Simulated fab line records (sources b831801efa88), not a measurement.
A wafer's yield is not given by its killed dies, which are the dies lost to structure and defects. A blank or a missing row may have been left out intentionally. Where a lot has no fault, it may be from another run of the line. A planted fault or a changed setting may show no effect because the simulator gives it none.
A struck lot beside a sound one + flow sky130 + 17 out of 708 route steps
Sound: these wafers, L301.1, L301.3, L301.5. Struck: wafers L313.3, L313.5, L313.6. The cause is named last.
Order at every step that has rows: each side's tool, ch and its chambers, its first start. Under that, the readings that differ: sound wafers + struck wafers + difference of the means + sigmas: that difference in standard deviations of wafers without a fault.
alike: readings whose means differ by less than 2 such deviations, and words and numbers that are the same on both sides. not compared: withheld readings, readings that some wafer has no value for, bounds like >300 that may hide the same value, and numbers for which the record gives no deviation and whose values overlap.
The two part at a step that has a row with sigmas, a row that says differs or no value, or rows on one side only. Numbers that don't overlap but have no deviation are shown without sigmas and don't part them. A reading missing from all wafers of one side parts the sides only when that side holds two or more wafers.

first, 3 steps without rows for these wafers: SKY_LI_CONTACT_EXPOSE_09 (exposes mask LICM1, target cd 170 nm); SKY_LI_CONTACT_PEB_10; SKY_LI_CONTACT_DEVELOP_11 (develop time 60 s).
SKY_LI_CONTACT_CD_MEAS_12: the cd target is 170 nm.
  sound: cd_sem-01 at day 30 03:11; struck: cd_sem-02 at day 34 14:43
  alike: cd_nm
SKY_LI_CONTACT_OVL_MEAS_13:
  sound: overlay-01 at day 30 03:18; struck: overlay-02 at day 34 14:50
  alike: LI_CONTACT_OVL
SKY_LI_CONTACT_ETCH_14: etches BARC in N2/H2, stops on SiO2, time 45.9 s, target depth 60 nm.
  sound on rie_diel-02 ch 1,2, day 30 03:20; struck on rie_diel-02 ch 1,2,3, day 34 14:51
  alike: drypump_motor_current_A, oes_product_au, throttle_valve_pct
  not compared: rf_hours_counter_h
SKY_LI_CONTACT_ETCH_15: etches PSG in C4F8/O2/Ar, stops on Si, target depth 600 nm.
  sound on rie_diel-02 ch 1,2, day 30 03:23; struck on rie_diel-02 ch 1,2,3, day 34 14:53
  alike: oes_product_au
SKY_LI_CONTACT_STRIP_16: strips in O2/N2.
  sound on plasma_asher-01 ch 0,1, day 30 03:28; struck on plasma_asher-04 ch 0,1, day 34 15:01
| reading                      | sound          | struck         | difference | sigmas |
|------------------------------|----------------|----------------|------------|--------|
| strip_time_to_endpoint_s (s) | 3.44 3.47 3.46 | 3.52 3.51 3.55 | +0.07      | +2     |
  alike: drypump_motor_current_A, oes_product_au
  not compared: rf_hours_counter_h
then, 2 steps without rows for these wafers: SKY_LI_CONTACT_CLEAN_17 (cleans in NMP, time 600 s); SKY_LI_CONTACT_PRE_CLEAN_18 (time 5.6 s).
SKY_LI_CONTACT_SPUTTER_19: material Ti, target thk 20 nm, time 106.37 s.
  sound: pvd_sputter-02 at day 30 03:47; struck: pvd_sputter-01 at day 34 15:17
  alike: substrate_temp_c, throttle_valve_pct
SKY_LI_CONTACT_SPUTTER_20: material TiN, target thk 20 nm, time 80 s.
  sound: pvd_sputter-02 at day 30 03:51; struck: pvd_sputter-01 at day 34 15:22
  alike: throttle_valve_pct
SKY_LI_CONTACT_CVD_21: deposits W, target thk 400 nm, time 120.56 s.
  sound on cvd_w-02 ch 0,1, day 30 03:55; struck on cvd_w-02 ch 0,1, day 34 15:28
  no value came back on the struck wafers for chamber_pressure_Torr (Torr), heater_power_outer_w (W), heater_power_w (W); on the sound wafers chamber_pressure_Torr (Torr) reads 39.80 39.97 39.75
SKY_LI_CONTACT_RS_MEAS_22: a four-point-probe measurement.
  sound: film_metro-02 at day 30 04:02; struck: film_metro-01 at day 34 15:35
| reading                  | sound                | struck               | difference | sigmas      |
|--------------------------|----------------------|----------------------|------------|-------------|
| LI_CONTACT_W_RS (ohm/sq) | 0.2910 0.2859 0.2850 | 24.727 24.478 24.773 | +24.372    | +99 or more |
SKY_LI_CONTACT_THK_MEAS_23: measures by xrf.
  sound: film_metro-02 at day 30 04:10; struck: film_metro-01 at day 34 15:41
  not compared: LI_CONTACT_W_THK
SKY_LI_CONTACT_CMP_24: polishes, stops on PSG, t overpolish 20 s, target thk 0 nm.
  sound on cmp-01 ch 0,2,3, day 30 04:13; struck on cmp-01 ch 0,1, day 34 15:44
| reading                | sound      | struck | difference | sigmas |
|------------------------|------------|--------|------------|--------|
| time_to_endpoint_s (s) | 98 100 103 | 6 5 6  | -95        | -24    |
  alike: motor_current_A, slurry_filter_dp_kPa
-- record jumps: 15 days separate the struck wafers' starts on either side; left off in module LI_CONTACT, taken up again in module PAD_OPEN, whose first shown step is the route's number 708 --
SKY_PAD_OPEN_PROBE_99:
  sound: prober-01 at day 46 04:10; struck: prober-01 at day 49 06:48
| reading            | sound     | struck      | difference | sigmas |
|--------------------|-----------|-------------|------------|--------|
| killed_at_contacts | 30 23 29  | 423 420 437 | +399       | +89    |
| killed_dies        | 101 82 75 | 492 492 492 | +406       | +46    |
| killed_on_rim      | 18 15 11  | 96 96 96    | +81        | +20    |
  alike: killed_at_M0_to_M3, killed_at_M4_up, killed_at_front_end, killed_at_other, killed_open, killed_short

== WHERE THEY PART ==
At SKY_LI_CONTACT_STRIP_16 first; at SKY_PAD_OPEN_PROBE_99 last (within this record only).

WHY: what had been put in by the simulator
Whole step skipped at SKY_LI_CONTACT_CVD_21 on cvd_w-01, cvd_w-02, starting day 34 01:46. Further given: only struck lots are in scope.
